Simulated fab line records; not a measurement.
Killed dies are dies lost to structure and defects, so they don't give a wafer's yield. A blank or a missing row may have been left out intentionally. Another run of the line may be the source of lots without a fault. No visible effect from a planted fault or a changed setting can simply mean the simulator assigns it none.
Chamber matching	flow sky130	hdpcvd-01 running SKY_VIA4_HDPCVD_00: 3 sister chambers
The step deposits SiO2, target thk 1750 nm, time 291.7 s. 14 wafers are shown with their chamber, then 7 later ones without.

EACH WAFER AND ITS CHAMBER
wafer	chamber	sih4-flow-sccm (sccm)
L819.1	0	59.97
L819.2	1	59.95
L819.6	2	59.90
L821.2	2	59.89
L821.3	0	60.17
L821.6	2	59.93
L837.2	0	60.28
L837.5	2	60.18
L837.6	1	59.85
L838.1	1	60.01
L838.2	0	60.24
L838.4	1	59.90
L839.2	1	59.88
L839.3	2	60.09

SIGNATURES (averages over the wafers above)
reading	chamber 0	chamber 1	chamber 2	scatter within a chamber
sih4-flow-sccm	60.1650	59.9180	59.9980	0.113
Rule: for each reading, subtract the chamber's mean from the wafer's reading, divide by that reading's scatter and square the result; add these up over the readings and take the root, which gives the wafer's distance from the chamber. The wafer belongs to the nearest chamber; if the next one is less than 2 further off, it can't be placed. The scatter: take each reading less its chamber's mean, square it, sum over the shown wafers, divide by the number of wafers less the number of chambers, and take the root.

WAFERS WHOSE CHAMBER IS MISSING
wafer	sih4-flow-sccm (sccm)
L839.6	59.89
L840.3	60.03
L840.4	59.77
L840.5	60.21
L842.4	59.90
L842.5	59.90
L842.6	59.93

EACH ONE'S CHAMBER
wafer	from the rows above	in truth
L839.6	can't be placed: 1 or 2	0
L840.3	can't be placed: 2 or 1 or 0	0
L840.4	can't be placed: 1 or 2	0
L840.5	can't be placed: 0 or 2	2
L842.4	can't be placed: 1 or 2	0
L842.5	can't be placed: 1 or 2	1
L842.6	can't be placed: 1 or 2 or 0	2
0 of 7 placed correctly. Can't be placed from these rows: 7 (the true chamber is among the candidates in 4). Wrongly placed: 0.
